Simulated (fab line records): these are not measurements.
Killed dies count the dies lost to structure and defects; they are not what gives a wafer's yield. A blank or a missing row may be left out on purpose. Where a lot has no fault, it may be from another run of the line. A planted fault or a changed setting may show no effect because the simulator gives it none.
A struck lot beside a sound one ; flow sky130 ; 24 steps out of a route of 708
Sound: wafers L907.2, L907.3, L907.6. Wafers L923.2, L923.6 were the ones struck. Last of all comes the cause.
Order at every step that has rows: each side's tool, ch and its chambers, its first start. Under that, the readings that differ: sound wafers ; struck wafers ; difference of the means ; sigmas: that difference in standard deviations of wafers without a fault.
alike: readings with means less than 2 such deviations apart, plus words and numbers identical on both sides. not compared: withheld readings, readings lacking a value on some wafer, bounds such as >300 that could conceal the same value, and numbers that have no deviation in the record and whose values overlap.
The two part at a step that has a row with sigmas, a row that says differs or no value, or rows on one side only. Numbers that don't overlap but have no deviation are shown without sigmas and don't part them. A reading missing from all wafers of one side parts the sides only when that side holds two or more wafers.

first, 8 steps without rows for these wafers: SKY_RES_XHIGH_DEHYDRATE_00 (time 60 s); SKY_RES_XHIGH_HMDS_01 (prime time 60 s); SKY_RES_XHIGH_COAT_02 (resist thk 1140 nm); SKY_RES_XHIGH_SOFTBAKE_03 (time 60 s); SKY_RES_XHIGH_EXPOSE_04 (exposes mask URPM, target cd 1270 nm); SKY_RES_XHIGH_PEB_05; SKY_RES_XHIGH_DEVELOP_06 (develop time 60 s); SKY_RES_XHIGH_IMPLANT_07.
SKY_RES_XHIGH_STRIP_08: strips in O2/N2.
  sound on plasma_asher-02 ch 0,1, day 28 14:59; struck on plasma_asher-04 ch 0,1, day 34 02:58
  alike: drypump_motor_current_A, o2_flow_sccm, oes_product_au, strip_time_to_endpoint_s
  not compared: rf_hours_counter_h
SKY_RES_XHIGH_TW_MEAS_09:
  sound: film_metro-04 at day 28 15:06; struck: film_metro-02 at day 34 03:04
  alike: RES_XHIGH_TW
then, 2 steps without rows for these wafers: SKY_SD_N_DEHYDRATE_00 (time 60 s); SKY_SD_N_HMDS_01 (prime time 60 s).
SKY_SD_N_COAT_02: resist thk 1140 nm.
  sound on litho_track-04 ch 0, day 29 04:53; struck on litho_track-03 ch 0, day 34 15:59
reading;sound;struck;difference;sigmas
model.NOVOLAK_of_SD_N_COAT_02.thk_nm (nm);1140 1142 1137;1100 1103;-38;
then, 3 steps without rows for these wafers: SKY_SD_N_SOFTBAKE_03 (time 60 s); SKY_SD_N_EXPOSE_04 (exposes mask NSDM, target cd 380 nm); SKY_SD_N_PEB_05.
SKY_SD_N_DEVELOP_06: develop time 60 s.
  sound on litho_track-03 ch 0, day 29 18:50; struck on litho_track-04 ch 0, day 35 05:17
reading;sound;struck;difference;sigmas
model.NOVOLAK_of_SD_N_COAT_02.thk_nm (nm);1140 1142 1136;1100 1103;-38;
SKY_SD_N_CD_MEAS_07: target cd 380 nm.
  sound: cd_sem-02 at day 29 18:58; struck: cd_sem-02 at day 35 05:26
reading;sound;struck;difference;sigmas
cd_nm (nm);376.7 376.6 378.5;388.7 384.7;+9.4;+3
SKY_SD_N_OVL_MEAS_08:
  sound: overlay-02 at day 29 19:05; struck: overlay-02 at day 35 05:32
  alike: SD_N_OVL
then, 2 steps without rows for these wafers: SKY_SD_N_IMPLANT_09; SKY_SD_N_IMPLANT_10.
SKY_SD_N_STRIP_11: strips in O2/N2.
  sound on plasma_asher-01 ch 0,1, day 29 19:25; struck on plasma_asher-04 ch 0,1, day 35 05:52
reading;sound;struck;difference;sigmas
strip_time_to_endpoint_s (s);22.57 22.62 22.56;22.05 22.09;-0.51;-13
  alike: drypump_motor_current_A, o2_flow_sccm, oes_product_au
  not compared: rf_hours_counter_h
SKY_SD_N_TW_MEAS_12:
  sound: film_metro-02 at day 29 19:31; struck: film_metro-03 at day 35 05:59
  alike: SD_N_TW
SKY_PAD_OPEN_PROBE_99:
  the record has rows for the sound wafers here (prober-02, day 47 02:37) and none for the struck ones

WHERE THEY PART
First at SKY_SD_N_CD_MEAS_07; last, within this record, at SKY_PAD_OPEN_PROBE_99.

WHY: what had been put in by the simulator
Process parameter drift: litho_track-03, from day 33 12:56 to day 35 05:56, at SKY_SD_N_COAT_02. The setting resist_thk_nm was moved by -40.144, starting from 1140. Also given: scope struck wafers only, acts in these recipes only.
